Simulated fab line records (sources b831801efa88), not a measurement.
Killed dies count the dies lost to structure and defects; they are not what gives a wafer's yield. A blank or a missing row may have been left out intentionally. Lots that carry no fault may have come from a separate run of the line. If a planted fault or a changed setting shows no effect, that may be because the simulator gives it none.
Chamber matching || flow gf180mcu || GF_STI_ETCH_14 on rie_si-01: 4 sister chambers
The step etches Si in HBr/Cl2/O2, target depth 360 nm, time 102.9 s. 7 wafers are shown with their chamber, then 7 later ones without.

WAFERS, EACH WITH ITS CHAMBER
{"wafer": "L998.2", "chamber": 3, "drypump_motor_current_A (A)": 5.3, "oes_product_au (a.u.)": 0.995}
{"wafer": "L998.6", "chamber": 0, "drypump_motor_current_A (A)": 4.7, "oes_product_au (a.u.)": 0.995}
{"wafer": "L106.1", "chamber": 1, "drypump_motor_current_A (A)": 5.6, "oes_product_au (a.u.)": 1.008}
{"wafer": "L106.3", "chamber": 2, "drypump_motor_current_A (A)": 5.1, "oes_product_au (a.u.)": 0.989}
{"wafer": "L106.5", "chamber": 2, "drypump_motor_current_A (A)": 5.1, "oes_product_au (a.u.)": 0.986}
{"wafer": "L107.1", "chamber": 3, "drypump_motor_current_A (A)": 5.2, "oes_product_au (a.u.)": 1.003}
{"wafer": "L107.3", "chamber": 0, "drypump_motor_current_A (A)": 4.7, "oes_product_au (a.u.)": 1.012}

WAFERS WITH NO CHAMBER GIVEN
{"wafer": "L107.5", "drypump_motor_current_A (A)": 5.1, "oes_product_au (a.u.)": 0.983}
{"wafer": "L108.1", "drypump_motor_current_A (A)": 4.7, "oes_product_au (a.u.)": 1.007}
{"wafer": "L108.2", "drypump_motor_current_A (A)": 5.6, "oes_product_au (a.u.)": 1.010}
{"wafer": "L108.6", "drypump_motor_current_A (A)": 5.6, "oes_product_au (a.u.)": 1.009}
{"wafer": "L110.1", "drypump_motor_current_A (A)": 5.1, "oes_product_au (a.u.)": 0.975}
{"wafer": "L110.2", "drypump_motor_current_A (A)": 5.6, "oes_product_au (a.u.)": 0.985}
{"wafer": "L110.4", "drypump_motor_current_A (A)": 4.7, "oes_product_au (a.u.)": 1.000}

CHAMBER TAKEN BY EACH
{"wafer": "L107.5", "from the rows above": 2, "in truth": 2}
{"wafer": "L108.1", "from the rows above": 0, "in truth": 0}
{"wafer": "L108.2", "from the rows above": 1, "in truth": 1}
{"wafer": "L108.6", "from the rows above": 1, "in truth": 1}
{"wafer": "L110.1", "from the rows above": 2, "in truth": 2}
{"wafer": "L110.2", "from the rows above": 1, "in truth": 1}
{"wafer": "L110.4", "from the rows above": 0, "in truth": 0}
Correctly placed: 7 of 7. Not placeable from these rows: 0. 0 placed wrongly.
How it was worked out, from the rows above alone: a wafer's distance from a chamber is the root of the sum, over the readings, of the square of ((its reading less the chamber's mean) divided by the reading's scatter). The wafer belongs to the nearest chamber; if the next one is less than 2 further off, it can't be placed. The mean given for a chamber averages the wafers shown for that chamber. How the scatter is found: for the shown wafers, subtract from each reading the mean of its chamber, square and add these, divide the total by (wafers less chambers), then take the root.
